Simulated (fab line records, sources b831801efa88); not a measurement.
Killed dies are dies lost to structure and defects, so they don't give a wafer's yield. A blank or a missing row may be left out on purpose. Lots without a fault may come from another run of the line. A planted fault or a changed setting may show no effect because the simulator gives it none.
Which tool did it? | flow sky130 | 11 lots, 33 wafers sampled, at 4 steps of a route of 708

WHAT THE GAUGES READ, wafer by wafer
SKY_SD_N_CD_MEAS_07: target cd 380 nm.
lot  | measured     | on        | cd_nm (nm)
L474 | day 28 23:34 | cd_sem-01 | 381.5 378.5 380.5
L475 | day 29 13:31 | cd_sem-02 | 380.5 381.6 382.1
L478 | day 29 22:43 | cd_sem-01 | 378.0 377.5 378.9
L479 | day 30 09:41 | cd_sem-01 | 380.8 382.7 381.8
L480 | day 30 14:26 | cd_sem-01 | 383.5 382.3 383.1
L482 | day 31 09:05 | cd_sem-01 | 378.1 380.4 374.4
L485 | day 31 22:07 | cd_sem-02 | 382.8 380.6 380.6
L489 | day 33 15:51 | cd_sem-02 | 381.4 382.4 381.0
L490 | day 33 13:01 | cd_sem-02 | 381.8 381.1 381.7
L495 | day 35 06:48 | cd_sem-01 | 384.4 386.6 384.3
L494 | day 35 02:16 | cd_sem-01 | 381.5 378.1 377.9

WHICH TOOL RAN EACH LOT (tool, then ch and the chambers of the sampled wafers, then the start)
lot  | SKY_SONOS_ONO_ETCH_15              | SKY_SONOS_ONO_STRIP_17               | SKY_GATE_OXIDE_STRIP_13
L474 | rie_diel-02 ch 2,3, day 13 17:53   | plasma_asher-01 ch 0,1, day 13 17:59 | plasma_asher-04 ch 0,1, day 14 23:32
L475 | rie_diel-02 ch 2,3, day 14 05:13   | plasma_asher-01 ch 0,1, day 14 05:21 | plasma_asher-01 ch 0,1, day 15 10:14
L478 | rie_diel-03 ch 1,2,3, day 14 12:28 | plasma_asher-04 ch 0,1, day 14 12:35 | plasma_asher-01 ch 0,1, day 15 17:29
L479 | rie_diel-03 ch 1,2,3, day 15 03:40 | plasma_asher-03 ch 0,1, day 15 03:46 | plasma_asher-04 ch 0,1, day 16 09:15
L480 | rie_diel-03 ch 0,1,2, day 15 06:16 | plasma_asher-04 ch 0,1, day 15 06:23 | plasma_asher-04 ch 0,1, day 16 12:46
L482 | rie_diel-04 ch 0,3, day 16 00:38   | plasma_asher-03 ch 0,1, day 16 00:44 | plasma_asher-01 ch 0,1, day 17 08:19
L485 | rie_diel-03 ch 0,1,2, day 16 17:44 | plasma_asher-04 ch 0, day 16 17:50   | plasma_asher-04 ch 0,1, day 18 01:18
L489 | rie_diel-03 ch 0,2,3, day 18 11:16 | plasma_asher-01 ch 1, day 18 11:22   | plasma_asher-01 ch 1, day 19 22:26
L490 | rie_diel-02 ch 1,2, day 18 13:23   | plasma_asher-04 ch 1, day 18 13:29   | plasma_asher-04 ch 0,1, day 19 22:00
L495 | rie_diel-02 ch 0,3, day 20 07:52   | plasma_asher-04 ch 0,1, day 20 08:01 | plasma_asher-01 ch 0,1, day 21 18:44
L494 | rie_diel-04 ch 1,3, day 20 08:10   | plasma_asher-01 ch 0, day 20 08:16   | plasma_asher-04 ch 0,1, day 21 18:27
- SKY_SONOS_ONO_ETCH_15: etches the open film in CHF3/O2, target depth 19.52 nm, time 7.8 s.
- SKY_SONOS_ONO_STRIP_17: strips in O2/N2.
- SKY_GATE_OXIDE_STRIP_13: strips in O2/N2.

THE ANSWER, worked out from the rows above alone
Rule: what is usual is taken from the lots themselves. Put in order of their means at a reading, lots are off if they are a third of the lots or fewer, leave a main group of 4 or more, and stand apart from it by a gap of 3 or more times the standard deviation of the main group's means; of several such gaps the widest counts. A main group whose means are all the same, to the digits that the tables above print for the reading, isn't used. A lot without any number at a reading at which 4 lots or more have one is off too. The other lots that the step has rows for count as sound.
No lot is off at any reading shown: from this, nothing can be told.

WHAT THE SIMULATOR HAD PUT IN
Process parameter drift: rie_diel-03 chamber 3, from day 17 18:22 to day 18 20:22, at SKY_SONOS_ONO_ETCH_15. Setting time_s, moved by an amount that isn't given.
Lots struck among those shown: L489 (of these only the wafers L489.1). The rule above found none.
